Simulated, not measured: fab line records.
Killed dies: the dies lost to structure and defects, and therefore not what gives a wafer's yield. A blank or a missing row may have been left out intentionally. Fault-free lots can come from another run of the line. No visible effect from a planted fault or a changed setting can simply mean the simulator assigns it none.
Matching of chambers / flow sky130 / 3 sister chambers for SKY_CAP2M_CVD_00 on pecvd-04
The step deposits SiO2, target thk 15.5 nm. 18 wafers are shown with their chamber, then 9 later ones without.

== WAFERS PAIRED WITH THEIR CHAMBERS ==
wafer=L075.2; chamber=1; heaterPowerW (W)=565; heaterPowerOuterW (W)=309; susceptorTempC (C)=400.26
wafer=L075.3; chamber=1; heaterPowerW (W)=560; heaterPowerOuterW (W)=312; susceptorTempC (C)=400.24
wafer=L075.5; chamber=0; heaterPowerW (W)=636; heaterPowerOuterW (W)=405; susceptorTempC (C)=400.03
wafer=L077.1; chamber=2; heaterPowerW (W)=989; heaterPowerOuterW (W)=612; susceptorTempC (C)=399.93
wafer=L077.4; chamber=1; heaterPowerW (W)=613; heaterPowerOuterW (W)=371; susceptorTempC (C)=399.74
wafer=L077.6; chamber=2; heaterPowerW (W)=970; heaterPowerOuterW (W)=618; susceptorTempC (C)=399.89
wafer=L081.1; chamber=0; heaterPowerW (W)=658; heaterPowerOuterW (W)=400; susceptorTempC (C)=400.07
wafer=L081.3; chamber=1; heaterPowerW (W)=614; heaterPowerOuterW (W)=356; susceptorTempC (C)=399.86
wafer=L081.6; chamber=0; heaterPowerW (W)=645; heaterPowerOuterW (W)=417; susceptorTempC (C)=399.94
wafer=L083.2; chamber=0; heaterPowerW (W)=669; heaterPowerOuterW (W)=418; susceptorTempC (C)=400.29
wafer=L083.3; chamber=2; heaterPowerW (W)=1029; heaterPowerOuterW (W)=649; susceptorTempC (C)=400.05
wafer=L083.5; chamber=1; heaterPowerW (W)=591; heaterPowerOuterW (W)=328; susceptorTempC (C)=400.20
wafer=L084.1; chamber=1; heaterPowerW (W)=557; heaterPowerOuterW (W)=300; susceptorTempC (C)=399.95
wafer=L084.2; chamber=0; heaterPowerW (W)=680; heaterPowerOuterW (W)=421; susceptorTempC (C)=400.10
wafer=L084.5; chamber=0; heaterPowerW (W)=686; heaterPowerOuterW (W)=435; susceptorTempC (C)=399.71
wafer=L087.1; chamber=2; heaterPowerW (W)=936; heaterPowerOuterW (W)=583; susceptorTempC (C)=399.94
wafer=L087.2; chamber=0; heaterPowerW (W)=691; heaterPowerOuterW (W)=456; susceptorTempC (C)=400.13
wafer=L087.3; chamber=1; heaterPowerW (W)=610; heaterPowerOuterW (W)=337; susceptorTempC (C)=400.14

SIGNATURES, as means of the wafers listed above
reading=heaterPowerW; chamber 0=666.43; chamber 1=587.14; chamber 2=981.00; scatter within a chamber=27.3
reading=heaterPowerOuterW; chamber 0=421.71; chamber 1=330.43; chamber 2=615.50; scatter within a chamber=23.7
reading=susceptorTempC; chamber 0=400.0386; chamber 1=400.0557; chamber 2=399.9525; scatter within a chamber=0.175
Rule: a wafer's distance from a chamber is the root of the sum, over the readings, of the square of ((its reading less the chamber's mean) divided by the reading's scatter). If the next closest chamber is less than 2 further off than the closest, the wafer can't be placed; otherwise it belongs to the closest. The scatter: the root of (the sum of the squares of (reading less its chamber's mean) over the shown wafers, divided by (wafers less chambers)).

== WAFERS WHOSE CHAMBER IS MISSING ==
wafer=L090.3; heaterPowerW (W)=938; heaterPowerOuterW (W)=592; susceptorTempC (C)=400.02
wafer=L090.5; heaterPowerW (W)=634; heaterPowerOuterW (W)=371; susceptorTempC (C)=400.13
wafer=L090.6; heaterPowerW (W)=677; heaterPowerOuterW (W)=435; susceptorTempC (C)=400.09
wafer=L091.3; heaterPowerW (W)=595; heaterPowerOuterW (W)=335; susceptorTempC (C)=399.91
wafer=L091.4; heaterPowerW (W)=588; heaterPowerOuterW (W)=327; susceptorTempC (C)=399.77
wafer=L091.6; heaterPowerW (W)=666; heaterPowerOuterW (W)=416; susceptorTempC (C)=399.81
wafer=L095.1; heaterPowerW (W)=703; heaterPowerOuterW (W)=451; susceptorTempC (C)=399.49
wafer=L095.3; heaterPowerW (W)=672; heaterPowerOuterW (W)=382; susceptorTempC (C)=400.45
wafer=L095.5; heaterPowerW (W)=661; heaterPowerOuterW (W)=376; susceptorTempC (C)=400.22

== WHICH CHAMBER EACH WENT THROUGH ==
wafer=L090.3; from the rows above=2; in truth=2
wafer=L090.5; from the rows above=can't be placed: 1 or 0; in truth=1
wafer=L090.6; from the rows above=0; in truth=0
wafer=L091.3; from the rows above=1; in truth=1
wafer=L091.4; from the rows above=1; in truth=1
wafer=L091.6; from the rows above=0; in truth=0
wafer=L095.1; from the rows above=0; in truth=0
wafer=L095.3; from the rows above=can't be placed: 0 or 1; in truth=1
wafer=L095.5; from the rows above=can't be placed: 0 or 1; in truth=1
6 of 9 placed correctly. Cannot be placed on the basis of these rows: 3; the candidates contain the true chamber in 3. Wrongly placed: 0.
